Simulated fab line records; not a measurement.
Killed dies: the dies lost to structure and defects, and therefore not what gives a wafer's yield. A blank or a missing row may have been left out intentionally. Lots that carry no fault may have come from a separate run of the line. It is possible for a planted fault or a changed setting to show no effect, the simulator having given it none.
The same fault as seen by 2 desks -- flow gf180mcu -- only its own numbers are on each desk; what lay behind them is given at the end

## FOR THE TOOL OWNER'S DESK: implanter-01
The tool's own readings at GF_VT_IMPLANT_IMPLANT_41, given as means over the sampled wafers that have a number, one for each lot that went through this tool. Any lot whose mean is over 4 standard deviations away from the usual mean is out of limits and marked OUT; that distance is given in the brackets.
Columns: A = beamEnergyKeV at GF_VT_IMPLANT_IMPLANT_41, usual 70.003; B = beamOnS at GF_VT_IMPLANT_IMPLANT_41, usual 10.03 s; C = doseIonsCm2 at GF_VT_IMPLANT_IMPLANT_41, usual 1.0128e+12; D = endStationPressureTorr at GF_VT_IMPLANT_IMPLANT_41, usual 5e-06 Torr; E = faradayCurrentUA at GF_VT_IMPLANT_IMPLANT_41, usual 5.70
lot,first seen here,A,B,C,D,E
L230,day 7 19:08,70.021,10.00,1.0128e+12,5e-06,5.72
L233,day 8 15:18,69.998,10.14,1.3775e+12 (+99 or more) OUT,5e-06,7.70 (+18) OUT
L237,day 9 20:35,70.029,10.20,1.3795e+12 (+99 or more) OUT,5e-06,7.62 (+17) OUT
L247,day 12 16:15,70.014,9.99,1.0133e+12,5e-06,5.72
L248,day 12 19:52,70.018,10.17,1.0116e+12,5e-06,5.61
L252,day 14 04:48,70.010,9.98,1.0138e+12,5e-06,5.73
This desk's verdict: out of limits on L233, L237, starting with L233 at day 8 15:18 (doseIonsCm2 at GF_VT_IMPLANT_IMPLANT_41). L230, L247, L248, L252 stayed within limits.

## AT THE METROLOGY DESK
What the gauges read, lot by lot, whatever tool the lot ran on: means of the sampled wafers that have a number. Any lot whose mean is over 4 standard deviations away from the usual mean is out of limits and marked OUT; that distance is given in the brackets.
Columns: A = STI_OXIDATION_02_THK at GF_STI_THK_MEAS_30, usual 9.98 nm; B = VT_IMPLANT_4_TW at GF_VT_IMPLANT_TW_MEAS_43, usual 694; C = POLY_GATE_CVD_00_THK at GF_POLY_GATE_THK_MEAS_01, usual 201.0 nm; D = POLY_GATE_OVL at GF_POLY_GATE_OVL_MEAS_11, usual 3 nm
lot,first seen here,A,B,C,D
L230,day 2 11:33,10.11,695,199.4,6
L233,day 3 02:14,10.07,763 (+16) OUT,198.6,4
L234,day 3 07:40,9.64,696,201.5,3
L235,day 3 12:43,9.89,699,200.7,-3
L237,day 4 00:40,10.04,761 (+16) OUT,199.0,3
L243,day 5 07:17,10.21,697,201.4,8
L244,day 5 12:34,10.04,699,204.6,1
L246,day 5 22:58,9.84,691,199.6,-0
L247,day 6 04:40,10.09,689,202.1,1
L248,day 6 09:10,10.00,692,204.7,13
L249,day 6 13:53,10.05,695,201.7,0
L251,day 6 23:07,9.88,698,199.3,-2
L252,day 7 09:38,9.69,691,202.0,4
Per this desk, out of limits: L233, L237; the first was L233, day 8 15:33 (VT_IMPLANT_4_TW at GF_VT_IMPLANT_TW_MEAS_43). L230, L234, L235, L243, L244, L246, L247, L248, L249, L251, L252 stayed within limits.

## PUT TOGETHER
At day 8 15:18, on L233, L237, the tool owner's desk was in a position to raise an alarm.
L233, L237 would have let the metrology desk raise an alarm at day 8 15:33.
The lots listed all ran GF_VT_IMPLANT_IMPLANT_41 on implanter-01.

## WHAT THE SIMULATOR HAD PUT IN
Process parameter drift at GF_VT_IMPLANT_IMPLANT_41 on implanter-01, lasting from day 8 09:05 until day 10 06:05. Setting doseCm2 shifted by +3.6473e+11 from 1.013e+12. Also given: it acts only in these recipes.
Shown lots that were struck: L233, L237.
Time in hours from fault onset to the first out-of-limits reading at each desk: tool owner's desk 6, metrology desk 6.
